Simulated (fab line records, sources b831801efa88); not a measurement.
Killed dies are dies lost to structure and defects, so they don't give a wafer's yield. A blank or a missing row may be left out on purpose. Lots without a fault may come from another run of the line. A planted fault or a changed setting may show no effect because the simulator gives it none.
Which tool did it? | flow gf180mcu | 6 lots, 18 wafers sampled, at 1 step of a route of 602

WHAT THE GAUGES READ, wafer by wafer
GF_VT_IMPLANT_RS_MEAS_49: measures by four-point-probe.
lot  | measured     | on            | MVPSD_RS (ohm/sq)
L718 | day 7 19:40  | film_metro-02 | 1170 1174 1171
L721 | day 8 17:58  | film_metro-04 | 1168 1168 1170
L724 | day 9 15:54  | film_metro-02 | 1174 1169 1169
L726 | day 9 23:21  | film_metro-04 | 1168 1166 1166
L730 | day 11 04:10 | film_metro-04 | 1166 1168 1167
L734 | day 12 06:28 | film_metro-02 | 1170 1169 1169

WHICH TOOL RAN EACH LOT (tool, then ch and the chambers of the sampled wafers, then the start)
The record holds no process step before these readings.

THE ANSWER, worked out from the rows above alone
Rule: what is usual is taken from the lots themselves. Put in order of their means at a reading, lots are off if they are a third of the lots or fewer, leave a main group of 4 or more, and stand apart from it by a gap of 3 or more times the standard deviation of the main group's means; of several such gaps the widest counts. A main group whose means are all the same, to the digits that the tables above print for the reading, isn't used. A lot without any number at a reading at which 4 lots or more have one is off too. The other lots that the step has rows for count as sound.
No lot is off at any reading shown: from this, nothing can be told.

WHAT THE SIMULATOR HAD PUT IN
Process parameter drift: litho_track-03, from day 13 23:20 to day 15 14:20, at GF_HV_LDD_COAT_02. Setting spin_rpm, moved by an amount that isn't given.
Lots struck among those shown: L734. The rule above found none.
